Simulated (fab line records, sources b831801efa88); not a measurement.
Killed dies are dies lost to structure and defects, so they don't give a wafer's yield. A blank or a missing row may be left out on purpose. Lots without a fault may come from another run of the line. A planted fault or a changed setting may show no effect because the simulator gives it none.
fab line records | flow sfq_line
record lots=5 wafers=23
route steps=325 shown M1@66 I1@73 M2@95 I2@107 M3@122 I3@138
start_h: hours from the record's first day to the start of the lot's first wafer shown | wait_h: hours since the lot's step before | " the same as in the row above | L1.1+2: a row that stands for several wafers | - no value, or no start given | * or withheld: withheld | < > ~ a bound
route shown NAME@n: a module of which the file shows steps, and the number in the route of the first | usual: mean/standard deviation of fault-free wafers | same: alike in all rows | chamber/n: place in a boat | sites: the reading at each site | _std_site: their standard deviation | _edge_site: outer sites' mean less inner sites' | radius_mm: how far each site lies from the wafer's centre | mask NAME#n: copy n | behind: the tool/chamber that last shaped the wafer | hold: why the lot was held/for how many hours/how that ended | device: the transistor (n, p or np) that didn't switch | end of line: the same wafers' tests at the end of the route | a step without rows: its recipe alone | killed: dies lost to structure and defects at the first sort, not the wafer's yield | map: a wafer's dies, x killed, . not, _ none there
set.NAME: the setting as run; set.NAME@STEP: as run at that earlier step | model.NAME: the simulator's own value behind a step, which no gauge read
lots whose settings were changed on purpose; a table a step, a row a wafer
## steps
# step SFQ_TRILAYER_M1_LITHO_PEB_042
# recipe peb_temp_c=115 peb_time_s=60 resist=KrF
# columns lot.wafer tool chamber start_h wait_h set.peb_time_s
L074.1+2+5 litho_track-03 0 318.47 1.0 60
L075.2+3 litho_track-03 0 322.10 0.8 65.15
L075.4+5+6 " 0 " " 60
L076.1+2+6 litho_track-02 0 326.87 1.0 60
L076.3+4 " 0 " " 51.57
L083.1+2 litho_track-03 0 371.18 1.0 60
L083.4+5+6 " 0 " " 57.58
L084.1+2+3+4+5 litho_track-04 0 373.58 1.0 60
# step SFQ_TRILAYER_M1_LITHO_DEVELOP_041
# recipe time_s=60 resist=KrF
# step SFQ_TRILAYER_M1_BARC_OPEN_METAL_ETCH_054
# recipe mask_material=PR chemistry=O2 target_depth_nm=125 target=BARC icp_w=600 bias_w=80 pressure_mtorr=10 time_s=41.7
# columns lot.wafer tool chamber start_h wait_h set.peb_time_s@TRILAYER_M1_LITHO_PEB_042 model.M1.cd_nm
L074.1 rie_metal-01 1 318.81 0.0 60 501.7
L074.2 " 0 " " 60 499.6
L074.5 " 1 " " 60 500.6
L075.2 rie_metal-02 1 322.41 0.0 65.15 486.8
L075.3 " 0 " " 65.15 488.3
L075.4 " 1 " " 60 497.3
L075.5 " 0 " " 60 498.7
L075.6 " 1 " " 60 498.4
L076.1 rie_metal-02 0 327.21 0.0 60 498.8
L076.2 " 1 " " 60 497.5
L076.3 " 1 " " 51.57 521.1
L076.4 " 0 " " 51.57 520.4
L076.6 " 0 " " 60 499.6
L083.1 rie_metal-04 1 371.51 0.0 60 501.8
L083.2 " 0 " " 60 501
L083.4 " 0 " " 57.58 508
L083.5 " 0 " " 57.58 507.5
L083.6 " 1 " " 57.58 507.9
L084.1 rie_metal-04 1 373.91 0.0 60 499.2
L084.2 " 0 " " 60 498.3
L084.3 " 1 " " 60 499.4
L084.4 " 0 " " 60 497.7
L084.5 " 1 " " 60 499.8
# step SFQ_TRILAYER_M1_ETCH_METAL_ETCH_042
# recipe target=Nb stop_on=SiO2 mask_material=PR chemistry=Cl2/Ar target_depth_nm=240 icp_w=592.6 bias_w=80 pressure_mtorr=10 time_s=120
# usual oes_product_au=0.890/0.0064
# columns lot.wafer tool chamber start_h wait_h set.time_s@TRILAYER_M1_DEP_SPUTTER_037 set.peb_time_s@TRILAYER_M1_LITHO_PEB_042 oes_product_au model.M1.cd_nm
L074.1 rie_metal-01 1 318.87 0.0 133.3 60 0.880 502.1
L074.2 " 0 " " 133.3 60 0.891 500.6
L074.5 " 1 " " 133.3 60 0.886 499.6
L075.2 rie_metal-02 1 322.47 0.0 113.9 65.15 0.814 485.4
L075.3 " 0 " " 113.9 65.15 0.817 489.6
L075.4 " 1 " " 133.3 60 0.896 496.1
L075.5 " 0 " " 113.9 60 0.816 500.9
L075.6 " 1 " " 133.3 60 0.900 497
L076.1 rie_metal-02 0 327.27 0.0 133.3 60 0.885 500.6
L076.2 " 1 " " 139.9 60 0.909 497.1
L076.3 " 1 " " 133.3 51.57 0.893 519.3
L076.4 " 0 " " 139.9 51.57 0.911 521.3
L076.6 " 0 " " 139.9 60 0.907 501.5
L083.1 rie_metal-04 1 371.57 0.0 133.3 60 0.887 503.2
L083.2 " 0 " " 133.3 60 0.886 502.3
L083.4 " 0 " " 133.3 57.58 0.892 508.2
L083.5 " 0 " " 133.3 57.58 0.887 508.4
L083.6 " 1 " " 133.3 57.58 0.886 509.6
L084.1 rie_metal-04 1 373.97 0.0 133.3 60 0.890 500.3
L084.2 " 0 " " 140.2 60 0.909 499.5
L084.3 " 1 " " 133.3 60 0.898 500.5
L084.4 " 0 " " 140.2 60 0.913 498.3
L084.5 " 1 " " 133.3 60 0.887 500.3
# step SFQ_TRILAYER_I1_DEP_PECVD_045
# recipe material=SiO2 temp_c=150 time_s=111.11 pressure_torr=2.4 rf_w=183.3 precursor=SiH4/N2O target_thk_nm=500
# columns lot.wafer tool chamber start_h wait_h set.rf_w
L074.1+2+5 pecvd-02 0,1,2 319.77 0.0 183.3
L075.2+5+6 pecvd-02 2,0,1 323.37 0.0 164.1
L075.3+4 " 0,2 " " 183.3
L076.1+3+6 pecvd-02 0,1,0 328.17 0.0 203.3
L076.2+4 " 2,1 " " 183.3
L083.1+2+5 pecvd-01 1,2,0 372.47 0.0 163.2
L083.4+6 " 1,2 " " 183.3
L084.1+2 pecvd-03 0,2 374.87 0.0 175
L084.3+4+5 " 1,1,0 " " 183.3
# step SFQ_TRILAYER_I1_CMP_CMP_046
# recipe material=SiO2 down_force_psi=3 platen_rpm=60 pad_velocity_m_s=0.94248
# usual time_to_endpoint_s=215/5.3
# columns lot.wafer tool chamber start_h wait_h set.leave_above_ref_nm set.rf_w@TRILAYER_I1_DEP_PECVD_045 time_to_endpoint_s model.SiO2_of_TRILAYER_I1_DEP_PECVD_045.thk_nm
L074.2 cmp-01 2 321.94 2.1 200 183.3 208 200.1
L074.1 " 3 " " 200 183.3 213 199.6
L074.5 " 1 323.44 3.6 200 183.3 220 199.8
L075.2 cmp-01 0 323.94 0.5 200 164.1 202 200
L075.4 " 1 " " 200 183.3 224 199.3
L075.3 " 3 325.44 2.0 200 183.3 220 200.4
L075.6 " 0 " " 200 164.1 211 199.1
L075.5 " 1 " " 200 164.1 204 200.6
L076.2 cmp-01 1 330.13 1.9 200 183.3 209 201.1
L076.1 " 2 " " 208.1 203.3 217 209
L076.4 " 3 " " 208.1 183.3 206 207.9
L076.3 " 0 " " 200 203.3 227 200.1
L076.6 " 2 332.63 4.4 200 203.3 226 200.1
L083.1 cmp-02 1 372.55 0.0 200 163.2 198 201.5
L083.2 " 3 373.55 1.0 200 163.2 201 201
L083.4 " 0 " " 200 183.3 222 200.7
L083.5 " 1 " " 200 163.2 205 200.4
L083.6 " 2 " " 200 183.3 219 201.9
L084.3 cmp-01 1 374.95 0.0 200 183.3 202 200
L084.2 " 2 " " 211.1 175 197 211.7
L084.1 " 3 " " 200 175 204 199.3
L084.4 " 0 " " 211.1 183.3 206 211.3
L084.5 " 1 " " 211.1 183.3 209 210.3
# step SFQ_TRILAYER_I1_METRO_MEASURE_047
# usual thk_nm=200.3/0.75
# columns lot.wafer tool chamber start_h wait_h set.leave_above_ref_nm@TRILAYER_I1_CMP_CMP_046 thk_nm
L074.1 film_metro-02 - 324.06 0.1 200 199.6
L074.2 " - " " 200 200.0
L074.5 " - " " 200 199.9
L075.2 film_metro-02 - 327.26 0.3 200 200.2
L075.3 " - " " 200 200.4
L075.4 " - " " 200 199.3
L075.5 " - " " 200 200.6
L075.6 " - " " 200 199.2
L076.1 film_metro-02 - 333.25 0.1 208.1 209.0
L076.2 " - " " 200 201.1
L076.3 " - " " 200 200.2
L076.4 " - " " 208.1 207.9
L076.6 " - " " 200 199.9
L083.1 film_metro-02 - 375.67 0.1 200 201.6
L083.2 " - " " 200 201.1
L083.4 " - " " 200 200.5
L083.5 " - " " 200 200.4
L083.6 " - " " 200 201.9
L084.1 film_metro-03 - 378.07 0.1 200 199.3
L084.2 " - " " 211.1 211.7
L084.3 " - " " 200 200.0
L084.4 " - " " 211.1 211.4
L084.5 " - " " 211.1 210.4
# step SFQ_TRILAYER_I1_VIA_BARC_OPEN_VIA_ETCH_071
# recipe mask_material=PR chemistry=O2 target_depth_nm=125 target=BARC source_w=500 bias_w=80 pressure_mtorr=30 time_s=41.7
# columns lot.wafer tool chamber start_h wait_h set.time_s model.KrF_of_TRILAYER_I1_VIA_LITHO_COAT_049.thk_nm
L074.1 rie_diel-02 2 340.21 0.0 41.7 573.7
L074.2 " 0 " " 41.7 572.3
L074.5 " 2 " " 41.7 573.2
L075.2 rie_diel-04 3 342.61 0.0 41.7 572.6
L075.3 " 1 " " 41.7 573.1
L075.4 " 2 " " 41.7 570.8
L075.5 " 1 " " 41.7 571.8
L075.6 " 0 " " 41.7 569
L076.1 rie_diel-02 0 346.21 0.0 47.43 563.8
L076.2 " 2 " " 41.7 571.2
L076.3 " 3 " " 41.7 572.4
L076.4 " 0 " " 47.43 564.8
L076.6 " 2 " " 47.43 563.4
L083.1 rie_diel-03 0 385.91 0.0 41.7 571.1
L083.2 " 3 " " 41.7 570.1
L083.4 " 1 " " 41.7 572.1
L083.5 " 0 " " 41.7 572.9
L083.6 " 3 " " 41.7 571
L084.1 rie_diel-04 2 388.31 0.0 41.7 573.7
L084.2 " 3 " " 36.83 581.1
L084.3 " 1 " " 36.83 577.5
L084.4 " 0 " " 41.7 572.9
L084.5 " 1 " " 36.83 579.2
# step SFQ_TRILAYER_I1_VIA_ETCH_VIA_ETCH_052
# recipe target=SiO2 stop_on=Nb mask_material=PR taper_deg=20 chemistry=CHF3 target_depth_nm=260 source_w=500 bias_w=80 pressure_mtorr=30 time_s=withheld
# usual oes_product_au=0.856/0.0045
# columns lot.wafer tool chamber start_h wait_h set.leave_above_ref_nm@TRILAYER_I1_CMP_CMP_046 set.time_s@TRILAYER_I1_VIA_BARC_OPEN_VIA_ETCH_071 oes_product_au model.I1.feature_depth_nm model.KrF_of_TRILAYER_I1_VIA_LITHO_COAT_049.thk_nm
L074.1 rie_diel-02 2 340.25 0.0 200 * 0.858 199.6 528.5
L074.2 " 0 " " 200 * 0.849 200.1 526.7
L074.5 " 2 " " 200 * 0.859 199.8 528.1
L075.2 rie_diel-04 3 342.65 0.0 200 * 0.854 200 527.7
L075.3 " 1 " " 200 * 0.860 200.4 528.3
L075.4 " 2 " " 200 * 0.856 199.3 525.9
L075.5 " 1 " " 200 * 0.856 200.6 526.7
L075.6 " 0 " " 200 * 0.859 199.1 523.5
L076.1 rie_diel-02 0 346.25 0.0 208.1 * 0.874 208.9 518.3
L076.2 " 2 " " 200 * 0.855 201.1 526.4
L076.3 " 3 " " 200 * 0.854 200.1 528.5
L076.4 " 0 " " 208.1 * 0.868 207.8 519.7
L076.6 " 2 " " 200 * 0.847 200 518.7
L083.1 rie_diel-03 0 385.95 0.0 200 * 0.855 201.5 526.2
L083.2 " 3 " " 200 * 0.857 201 523.7
L083.4 " 1 " " 200 * 0.851 200.7 527.8
L083.5 " 0 " " 200 * 0.856 200.4 527.6
L083.6 " 3 " " 200 * 0.854 201.9 524.4
L084.1 rie_diel-04 2 388.35 0.0 200 * 0.857 199.3 528.8
L084.2 " 3 " " 211.1 * 0.888 211.7 536.2
L084.3 " 1 " " 200 * 0.861 200 532.8
L084.4 " 0 " " 211.1 * 0.879 211.3 527.2
L084.5 " 1 " " 211.1 * 0.881 210.3 534.1
# step SFQ_TRILAYER_M2_LITHO_EXPOSE_058
# recipe mask_id=M2 na=0.6 source_shape=conventional sigma_outer=0.65 target_cd_nm=500 dose_mj=14.4
# columns lot.wafer tool chamber start_h wait_h mask set.dose_mj
L074.1+2+5 krf_scanner-01 0 484.97 - M2#0 14.4
L075.2+3+4 krf_scanner-01 0 488.77 - M2#0 13.62
L075.5+6 " 0 " " M2#0 14.4
L076.1+2+4 krf_scanner-01 0 493.37 - M2#0 14.4
L076.3+6 " 0 " " M2#0 15.06
L083.1+4 krf_scanner-02 0 540.49 - M2#0 14.4
L083.2+5+6 " 0 " " M2#0 15.38
L084.1+3+4 krf_scanner-02 0 544.09 - M2#0 14.77
L084.2+5 " 0 " " M2#0 14.4
# step SFQ_TRILAYER_M2_LITHO_PEB_060
# recipe peb_temp_c=115 peb_time_s=60 resist=KrF
# step SFQ_TRILAYER_M2_LITHO_DEVELOP_059
# recipe time_s=60 resist=KrF
# step SFQ_TRILAYER_M2_BARC_OPEN_METAL_ETCH_077
# recipe mask_material=PR chemistry=O2 target_depth_nm=125 target=BARC icp_w=600 bias_w=80 pressure_mtorr=10 time_s=43.06
# columns lot.wafer tool chamber start_h wait_h set.dose_mj@TRILAYER_M2_LITHO_EXPOSE_058 model.M2.cd_nm
L074.1 rie_metal-03 1 486.51 0.0 14.4 498.4
L074.2 " 0 " " 14.4 497.2
L074.5 " 0 " " 14.4 497.7
L075.2 rie_metal-03 1 490.10 0.0 13.62 508.7
L075.3 " 0 " " 13.62 508
L075.4 " 1 " " 13.62 509.3
L075.5 " 0 " " 14.4 499.4
L075.6 " 1 " " 14.4 501.4
L076.1 rie_metal-04 1 494.90 0.0 14.4 500.6
L076.2 " 0 " " 14.4 501.3
L076.3 " 0 " " 15.06 491.9
L076.4 " 1 " " 14.4 501
L076.6 " 0 " " 15.06 491.8
L083.1 rie_metal-02 0 542.03 0.0 14.4 499.3
L083.2+5 " 1,0 " " 15.38 488.1
L083.4 " 0 " " 14.4 499.5
L083.6 " 1 " " 15.38 487.5
L084.1 rie_metal-03 0 545.63 0.0 14.77 494.5
L084.2 " 1 " " 14.4 497.9
L084.3 " 1 " " 14.77 494.3
L084.4 " 0 " " 14.77 493.5
L084.5 " 0 " " 14.4 498
# step SFQ_TRILAYER_I2_VIA_LITHO_COAT_072
# recipe resist=BARC spin_rpm=3000 resist_thk_nm=62
# columns lot.wafer tool chamber start_h wait_h set.spin_rpm model.BARC_of_TRILAYER_I2_VIA_LITHO_COAT_072.thk_nm
L074.1 litho_track-04 0 492.51 1.0 3000 62.26
L074.2 " 0 " " 3000 62.2
L074.5 " 0 " " 3000 62.06
L075.2 litho_track-01 0 495.51 0.8 2931 62.81
L075.3 " 0 " " 2931 62.77
L075.4 " 0 " " 3000 62.04
L075.5 " 0 " " 3000 62.23
L075.6 " 0 " " 2931 62.82
L076.1 litho_track-01 0 500.90 1.0 2895 63.17
L076.2 " 0 " " 3000 62.13
L076.3 " 0 " " 2895 63.28
L076.4 " 0 " " 3000 62.24
L076.6 " 0 " " 3000 62.18
L083.1 litho_track-03 0 549.22 1.0 3000 62.02
L083.2 " 0 " " 3000 61.8
L083.4 " 0 " " 2864 63.2
L083.5 " 0 " " 2864 63.26
L083.6 " 0 " " 3000 61.67
L084.1 litho_track-03 0 552.22 1.0 3000 61.85
L084.2 " 0 " " 3000 61.91
L084.3 " 0 " " 3214 59.92
L084.4 " 0 " " 3214 59.85
L084.5 " 0 " " 3000 61.79
# step SFQ_TRILAYER_M3_LITHO_COAT_080
# recipe resist=BARC spin_rpm=3000 resist_thk_nm=62
# columns lot.wafer tool chamber start_h wait_h set.spin_rpm model.BARC_of_TRILAYER_M3_LITHO_COAT_080.thk_nm
L074.1 litho_track-03 0 531.16 0.1 3000 62.28
L074.2 " 0 " " 3000 61.98
L074.5 " 0 " " 3000 62.12
L075.2 litho_track-04 0 663.28 0.1 3000 61.81
L075.3 " 0 " " 3197 60.02
L075.4 " 0 " " 3197 60.06
L075.5 " 0 " " 3000 62.18
L075.6 " 0 " " 3000 61.9
L076.1 litho_track-04 0 669.20 0.1 3156 60.34
L076.2 " 0 " " 3000 61.94
L076.3 " 0 " " 3000 62.08
L076.4 " 0 " " 3156 60.39
L076.6 " 0 " " 3000 61.91
L083.1 litho_track-04 0 719.74 0.1 3177 60.07
L083.2 " 0 " " 3177 59.98
L083.4 " 0 " " 3177 60.06
L083.5 " 0 " " 3000 61.53
L083.6 " 0 " " 3000 61.93
L084.1 litho_track-02 0 722.14 0.1 3000 62.13
L084.2 " 0 " " 3223 59.86
L084.3 " 0 " " 3223 59.92
L084.4 " 0 " " 3223 59.73
L084.5 " 0 " " 3000 61.97
# step SFQ_TRILAYER_I3_VIA_LITHO_COAT_085
# recipe resist=KrF spin_rpm=3000 resist_thk_nm=650
# columns lot.wafer tool chamber start_h wait_h set.spin_rpm model.KrF_of_TRILAYER_I3_VIA_LITHO_COAT_085.thk_nm
L074.1 litho_track-01 0 664.55 0.2 3000 650.6
L074.2 " 0 " " 3000 651.4
L074.5 " 0 " " 3000 650
L075.2 litho_track-02 0 673.22 0.2 3000 648.4
L075.3 " 0 " " 2943 657.1
L075.4 " 0 " " 2943 656
L075.5 " 0 " " 2943 658.2
L075.6 " 0 " " 3000 649.2
L076.1 litho_track-03 0 677.14 0.2 3000 647
L076.2+3 " 0 " " 3198 626.8
L076.4 " 0 " " 3198 628.9
L076.6 " 0 " " 3000 649
L083.1 litho_track-02 0 728.47 0.2 3000 650.5
L083.2+4 " 0 " " 2868 666.8
L083.5 " 0 " " 3000 653
L083.6 " 0 " " 3000 652.5
L084.1 litho_track-02 0 731.47 0.2 3000 650.2
L084.2 " 0 " " 3000 654.2
L084.3 " 0 " " 2899 662.1
L084.4 " 0 " " 2899 662.5
L084.5 " 0 " " 2899 663.2
# step SFQ_TRILAYER_I3_VIA_BARC_OPEN_VIA_ETCH_121
# recipe mask_material=PR chemistry=O2 target_depth_nm=125 target=BARC source_w=500 bias_w=80 pressure_mtorr=30 time_s=41.7
# usual oes_product_au=0.686/0.0049
# columns lot.wafer tool chamber start_h wait_h set.time_s set.spin_rpm@TRILAYER_I3_VIA_LITHO_COAT_085 oes_product_au model.KrF_of_TRILAYER_I3_VIA_LITHO_COAT_085.thk_nm
L074.1 rie_diel-04 2 830.71 0.0 41.7 3000 0.694 571.4
L074.2 " 0 " " 41.7 3000 0.693 574.6
L074.5 " 3 " " 41.7 3000 0.680 572.6
L075.2 rie_diel-01 0 836.71 0.0 39.21 3000 0.707 575.9
L075.3 " 3 " " 41.7 2943 0.680 580.5
L075.4 " 3 " " 39.21 2943 0.715 582
L075.5 " 0 " " 41.7 2943 0.690 582.7
L075.6 " 2 " " 41.7 3000 0.687 573.1
L076.1 rie_diel-04 0 840.31 0.0 41.7 3000 0.689 570.3
L076.2 " 3 " " 41.7 3198 0.683 549.7
L076.3 " 2 " " 41.7 3198 0.684 547.9
L076.4 " 2 " " 41.7 3198 0.684 549.9
L076.6 " 0 " " 41.7 3000 0.689 572.4
L083.1 rie_diel-01 2 889.74 0.0 41.7 3000 0.679 573.8
L083.2 " 1 " " 41.7 2868 0.683 589.6
L083.4 " 3 " " 41.7 2868 0.690 590
L083.5 " 0 " " 41.7 3000 0.683 577.6
L083.6 " 3 " " 41.7 3000 0.686 575.4
L084.1 rie_diel-04 3 893.34 0.0 38.04 3000 0.710 578.1
L084.2 " 0 " " 41.7 3000 0.685 577.5
L084.3 " 2 " " 38.04 2899 0.714 588.4
L084.4 " 1 " " 41.7 2899 0.691 587.7
L084.5 " 0 " " 41.7 2899 0.687 586.6
# step SFQ_TRILAYER_I3_VIA_ETCH_VIA_ETCH_088
# recipe target=SiO2 stop_on=Nb mask_material=PR taper_deg=20 chemistry=CHF3 target_depth_nm=260 source_w=500 bias_w=80 pressure_mtorr=30 time_s=withheld
# columns lot.wafer tool chamber start_h wait_h set.spin_rpm@TRILAYER_I3_VIA_LITHO_COAT_085 model.KrF_of_TRILAYER_I3_VIA_LITHO_COAT_085.thk_nm
L074.1 rie_diel-04 2 830.75 0.0 3000 525.1
L074.2 " 0 " " 3000 530.3
L074.5 " 3 " " 3000 527.5
L075.2 rie_diel-01 0 836.75 0.0 3000 532.4
L075.3 " 3 " " 2943 536
L075.4 " 3 " " 2943 537.5
L075.5 " 0 " " 2943 539.4
L075.6 " 2 " " 3000 529.1
L076.1 rie_diel-04 0 840.35 0.0 3000 525.8
L076.2 " 3 " " 3198 504.6
L076.3 " 2 " " 3198 502
L076.4 " 2 " " 3198 503.6
L076.6 " 0 " " 3000 528.2
L083.1 rie_diel-01 2 889.78 0.0 3000 529.3
L083.2 " 1 " " 2868 544.4
L083.4 " 3 " " 2868 545.2
L083.5 " 0 " " 3000 534
L083.6 " 3 " " 3000 530.6
L084.1 rie_diel-04 3 893.38 0.0 3000 532.9
L084.2 " 0 " " 3000 532.1
L084.3 " 2 " " 2899 542.4
L084.4 " 1 " " 2899 543.8
L084.5 " 0 " " 2899 541.3
## key
split step=SFQ_TRILAYER_M1_LITHO_PEB_042 setting=peb_time_s stated=60 by=wafer
response step=SFQ_TRILAYER_M1_BARC_OPEN_METAL_ETCH_054 reading=model.M1.cd_nm change=-1.49 per=1% r=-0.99
response step=SFQ_TRILAYER_M1_ETCH_METAL_ETCH_042 reading=model.M1.cd_nm change=-1.41 per=1% r=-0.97
split step=SFQ_TRILAYER_I1_DEP_PECVD_045 setting=rf_w stated=183.3 by=wafer
response step=SFQ_TRILAYER_I1_CMP_CMP_046 reading=time_to_endpoint_s change=* per=1% r=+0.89
split step=SFQ_TRILAYER_I1_CMP_CMP_046 setting=leave_above_ref_nm stated=200 by=wafer
response step=SFQ_TRILAYER_I1_CMP_CMP_046 reading=model.SiO2_of_TRILAYER_I1_DEP_PECVD_045.thk_nm change=+2.03 per=1% r=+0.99
response step=SFQ_TRILAYER_I1_METRO_MEASURE_047 reading=thk_nm change=+2.04 per=1% r=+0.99
response step=SFQ_TRILAYER_I1_VIA_ETCH_VIA_ETCH_052 reading=oes_product_au change=+0.00437 per=1% r=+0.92
response step=SFQ_TRILAYER_I1_VIA_ETCH_VIA_ETCH_052 reading=model.I1.feature_depth_nm change=+2.02 per=1% r=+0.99
split step=SFQ_TRILAYER_I1_VIA_BARC_OPEN_VIA_ETCH_071 setting=time_s stated=41.7 by=wafer
response step=SFQ_TRILAYER_I1_VIA_BARC_OPEN_VIA_ETCH_071 reading=model.KrF_of_TRILAYER_I1_VIA_LITHO_COAT_049.thk_nm change=-0.544 per=1% r=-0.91
response step=SFQ_TRILAYER_I1_VIA_ETCH_VIA_ETCH_052 reading=model.KrF_of_TRILAYER_I1_VIA_LITHO_COAT_049.thk_nm change=-0.592 per=1% r=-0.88
split step=SFQ_TRILAYER_M2_LITHO_EXPOSE_058 setting=dose_mj stated=14.4 by=wafer
response step=SFQ_TRILAYER_M2_BARC_OPEN_METAL_ETCH_077 reading=model.M2.cd_nm change=-1.69 per=1% r=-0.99
split step=SFQ_TRILAYER_I2_VIA_LITHO_COAT_072 setting=spin_rpm stated=3000 by=wafer
response step=SFQ_TRILAYER_I2_VIA_LITHO_COAT_072 reading=model.BARC_of_TRILAYER_I2_VIA_LITHO_COAT_072.thk_nm change=-0.287 per=1% r=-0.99
split step=SFQ_TRILAYER_M3_LITHO_COAT_080 setting=spin_rpm stated=3000 by=wafer
response step=SFQ_TRILAYER_M3_LITHO_COAT_080 reading=model.BARC_of_TRILAYER_M3_LITHO_COAT_080.thk_nm change=-0.296 per=1% r=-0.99
split step=SFQ_TRILAYER_I3_VIA_LITHO_COAT_085 setting=spin_rpm stated=3000 by=wafer
response step=SFQ_TRILAYER_I3_VIA_LITHO_COAT_085 reading=model.KrF_of_TRILAYER_I3_VIA_LITHO_COAT_085.thk_nm change=-3.23 per=1% r=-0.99
response step=SFQ_TRILAYER_I3_VIA_BARC_OPEN_VIA_ETCH_121 reading=model.KrF_of_TRILAYER_I3_VIA_LITHO_COAT_085.thk_nm change=-3.29 per=1% r=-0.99
response step=SFQ_TRILAYER_I3_VIA_ETCH_VIA_ETCH_088 reading=model.KrF_of_TRILAYER_I3_VIA_LITHO_COAT_085.thk_nm change=-3.36 per=1% r=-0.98
split step=SFQ_TRILAYER_I3_VIA_BARC_OPEN_VIA_ETCH_121 setting=time_s stated=41.7 by=wafer
response step=SFQ_TRILAYER_I3_VIA_BARC_OPEN_VIA_ETCH_121 reading=oes_product_au change=-0.00325 per=1% r=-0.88
split outside_this_file step=SFQ_TRILAYER_M1_DEP_SPUTTER_037 setting=time_s
# split outside_this_file: this setting was split too, and the file shows its column; the key of that split is in another file
